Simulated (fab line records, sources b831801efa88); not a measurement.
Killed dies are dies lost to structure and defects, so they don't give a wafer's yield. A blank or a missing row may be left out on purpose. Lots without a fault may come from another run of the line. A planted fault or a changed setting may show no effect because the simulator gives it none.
Split-lot experiment | flow gf180mcu | 5 lots, 23 wafers read, on a route of 602 steps

THE SPLIT
At GF_V2_CMP_04 (polishes SiO2), the setting leave_above_ref_nm was moved away from the recipe's 632.5 nm on 8 of the 23 wafers read, by -5.3% to +3.9%. The other wafers ran this setting at the recipe's value.

FROM THE SPLIT TO THE READING: what the file shows between them, 1 step
- GF_V2_ETCH_16: etches BARC in N2/H2 (also split here: ion_energy_ev)

THE READING
oes_product_au, in a.u., at GF_V2_ETCH_17 (etches SiO2 in C4F8/O2/Ar, stops on TiN, target depth 630 nm). Fault-free wafers of this fab line usually give 0.856 a.u., standard deviation 0.0046 a.u..

wafer  | tool, chamber at the split | leave_above_ref_nm as run, nm | against the recipe | oes_product_au, a.u. | against lot-mates on the recipe
L074.2 | cmp-01, 3                  | 598.9                         | -5.3%              | 0.836                | -0.019
L074.3 | cmp-01, 0                  | 598.9                         | -5.3%              | 0.831                | -0.024
L074.4 | cmp-01, 2                  | 598.9                         | -5.3%              | 0.825                | -0.030
L074.5 | cmp-01, 1                  | 632.5                         | recipe             | 0.859                | -
L074.6 | cmp-01, 0                  | 632.5                         | recipe             | 0.851                | -
L078.1 | cmp-01, 3,0                | 657.4                         | +3.9%              | 0.871                | +0.017
L078.2 | cmp-01, 3,0                | 657.4                         | +3.9%              | 0.879                | +0.025
L078.4 | cmp-01, 1                  | 632.5                         | recipe             | 0.854                | -
L078.5 | cmp-01, 0                  | 632.5                         | recipe             | 0.854                | -
L078.6 | cmp-01, 3                  | 657.4                         | +3.9%              | 0.879                | +0.025
L082.2 | cmp-01, 0                  | 632.5                         | recipe             | 0.859                | -
L082.3 | cmp-01, 3                  | 632.5                         | recipe             | 0.852                | -
L082.4 | cmp-01, 1                  | 632.5                         | recipe             | 0.857                | -
L084.1 | cmp-02, 2                  | 632.5                         | recipe             | 0.845                | -
L084.2 | cmp-02, 1                  | 632.5                         | recipe             | 0.856                | -
L084.3 | cmp-02, 3                  | 632.5                         | recipe             | 0.859                | -
L084.4 | cmp-02, 0                  | 632.5                         | recipe             | 0.847                | -
L084.6 | cmp-02, 3                  | 632.5                         | recipe             | 0.850                | -
L085.1 | cmp-01, 2                  | 620.1                         | -2.0%              | 0.845                | -0.011
L085.3 | cmp-01, 1                  | 632.5                         | recipe             | 0.857                | -
L085.4 | cmp-01, 0                  | 632.5                         | recipe             | 0.858                | -
L085.5 | cmp-01, 1                  | 620.1                         | -2.0%              | 0.843                | -0.013
L085.6 | cmp-01, 2                  | 632.5                         | recipe             | 0.852                | -
Where a row lists several chambers, the file gives one row for several wafers and doesn't say which wafer went through which chamber.

THE FIT
A straight line over all 23 wafers: oes_product_au changes by +0.0049 a.u. for each +1% of leave_above_ref_nm; r = +0.94; the points scatter about the line by 0.0045 a.u..
The same after taking each lot's own level away (the mean of its wafers on the recipe; 23 wafers): +0.00505 a.u. for each +1%; r = +0.95; scatter 0.0042 a.u..
On that fit, the largest move of leave_above_ref_nm shifts the reading by 0.027 a.u..
The lots' own levels span 0.8514 to 0.8560 a.u., that is 1.0 times the standard deviation above.
So the lot-to-lot level changes the slope little: the two slopes agree.
Check: with one of the wafers moved furthest among these (-5.3%) left out of the fit, the line predicts -0.0285 a.u. for it against its lot-mates. It came out at -0.019 a.u. against them.

OTHER SPLITS ON THESE WAFERS
These wafers also went through other splits before the reading. Each is held against what the fit with the lots' levels taken away leaves over:
other split on the same wafers       | wafers away from the commonest value | r with oes_product_au (lot level and that fit taken away)
GF_SAB_ETCH_11 time_s                | 11                                   | -0.16
GF_SALICIDE_SPUTTER_03 time_s        | 6                                    | +0.03
GF_CONTACT_CMP_04 leave_above_ref_nm | 8                                    | +0.11
GF_CONTACT_DEVELOP_13 dev_temp_c     | 7                                    | -0.35
GF_M1_SPUTTER_03 time_s              | 10                                   | +0.01
GF_V1_CVD_00 sih4_flow_sccm          | 8                                    | +0.02
GF_M2_SPUTTER_02 chamber_pressure_pa | 15                                   | +0.18
GF_V2_ETCH_16 ion_energy_ev          | 7                                    | -0.15

THE WHOLE CHAIN: every reading that the file lists as answering this split, in the file's order
step          | what it does                                                 | reading                                                                   | change (the file's fit)                   | r (the file's)
GF_V2_CMP_04  | polishes SiO2                                                | SiO2_of_V2_CVD_02.thk_nm (the simulator's own value, which no gauge read) | +6.34 nm for each +1% of the setting      | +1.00
GF_V2_ETCH_17 | etches SiO2 in C4F8/O2/Ar, stops on TiN, target depth 630 nm | oes_product_au                                                            | +0.00499 a.u. for each +1% of the setting | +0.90
GF_V2_ETCH_17 | etches SiO2 in C4F8/O2/Ar, stops on TiN, target depth 630 nm | V2.feature_depth_nm (the simulator's own value, which no gauge read)      | +6.34 nm for each +1% of the setting      | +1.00

THE FILE'S OWN FIT
oes_product_au changes by +0.00499 a.u. for each +1% of leave_above_ref_nm, r = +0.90.
